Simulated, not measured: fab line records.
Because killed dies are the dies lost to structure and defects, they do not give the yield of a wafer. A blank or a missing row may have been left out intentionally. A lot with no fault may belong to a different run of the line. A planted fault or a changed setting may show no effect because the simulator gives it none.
Which tool was responsible? ; flow gf180mcu ; 33 wafers from 11 lots sampled at 3 of the route's 602 steps

## WHAT THE GAUGES SHOWED, per wafer
GF_M2_CD_MEAS_14 targets a cd of 280 nm.
lot;measured;on;cd_nm (nm)
L230;day 19 10:37;cd_sem-02;280.4 279.9 281.6
L231;day 20 10:42;cd_sem-01;280.2 279.8 279.7
L233;day 21 01:31;cd_sem-01;278.4 278.3 279.1
L232;day 21 06:07;cd_sem-02;279.7 281.0 279.6
L234;day 21 13:51;cd_sem-02;279.4 278.9 280.1
L235;day 21 18:46;cd_sem-02;280.1 281.0 281.3
L236;day 22 08:54;cd_sem-02;280.9 280.9 280.7
L238;day 23 06:14;cd_sem-01;280.2 280.8 280.3
L242;day 24 07:30;cd_sem-01;277.8 279.0 278.3
L244;day 24 17:58;cd_sem-02;229.7 224.5 249.1
L245;day 25 04:12;cd_sem-01;221.2 260.6 268.7

## WHICH TOOL RAN EACH LOT (tool, then ch and the chambers of the sampled wafers, then the start)
lot;GF_M1_SPUTTER_00;GF_M2_EXPOSE_11
L230;pvd_sputter-01, day 16 08:40;krf_scanner-02 ch 0, day 18 22:47
L231;pvd_sputter-01, day 17 06:41;krf_scanner-01 ch 0, day 19 22:50
L233;pvd_sputter-03, day 17 21:27;krf_scanner-02 ch 0, day 20 12:47
L232;pvd_sputter-01, day 18 01:59;krf_scanner-02 ch 0, day 20 18:26
L234;pvd_sputter-03, day 18 08:43;krf_scanner-01 ch 0, day 21 02:26
L235;pvd_sputter-03, day 18 14:11;krf_scanner-01 ch 0, day 21 06:43
L236;pvd_sputter-03, day 19 04:19;krf_scanner-02 ch 0, day 21 21:05
L238;pvd_sputter-02, day 20 03:19;krf_scanner-01 ch 0, day 22 18:37
L242;pvd_sputter-01, day 21 05:42;krf_scanner-02 ch 0, day 23 19:37
L244;pvd_sputter-01, day 21 18:32;krf_scanner-01 ch 0, day 24 07:35
L245;pvd_sputter-02, day 22 04:53;krf_scanner-01 ch 0, day 24 17:08
- GF_M1_SPUTTER_00: material Ti, target thk 37.5 nm, time 150 s.
- GF_M2_EXPOSE_11: exposes mask Metal2, target cd 280 nm.

## THE ANSWER, worked out from the rows above alone
Rule: usual is defined by the lots themselves. Put in order of their means at a reading, lots are off if they are a third of the lots or fewer, leave a main group of 4 or more, and stand apart from it by a gap of 3 or more times the standard deviation of the main group's means; of several such gaps the widest counts. A main group is skipped when, at the precision printed for the reading in the tables above, its means are all equal. Also off: a lot with no number at a reading for which 4 or more lots have one. Any other lot the step has rows for is counted as sound.
Off, at GF_M2_CD_MEAS_14 on cd_nm: L244, L245. For the main group the mean is 279.9 nm and the standard deviation 0.87.
A tool fits if, at a process step before that reading, it ran every lot that is off, and no sound lot after the first of them. Gauges at GF_M2_CD_MEAS_14: tried the same way as those tools. One fits: GF_M2_EXPOSE_11 on krf_scanner-01. Its last sound lot is L238 (day 22 18:37), its first lot that is off L244 (day 24 07:35): a fault that began between those two fits.

## WHAT THE SIMULATOR PUT IN
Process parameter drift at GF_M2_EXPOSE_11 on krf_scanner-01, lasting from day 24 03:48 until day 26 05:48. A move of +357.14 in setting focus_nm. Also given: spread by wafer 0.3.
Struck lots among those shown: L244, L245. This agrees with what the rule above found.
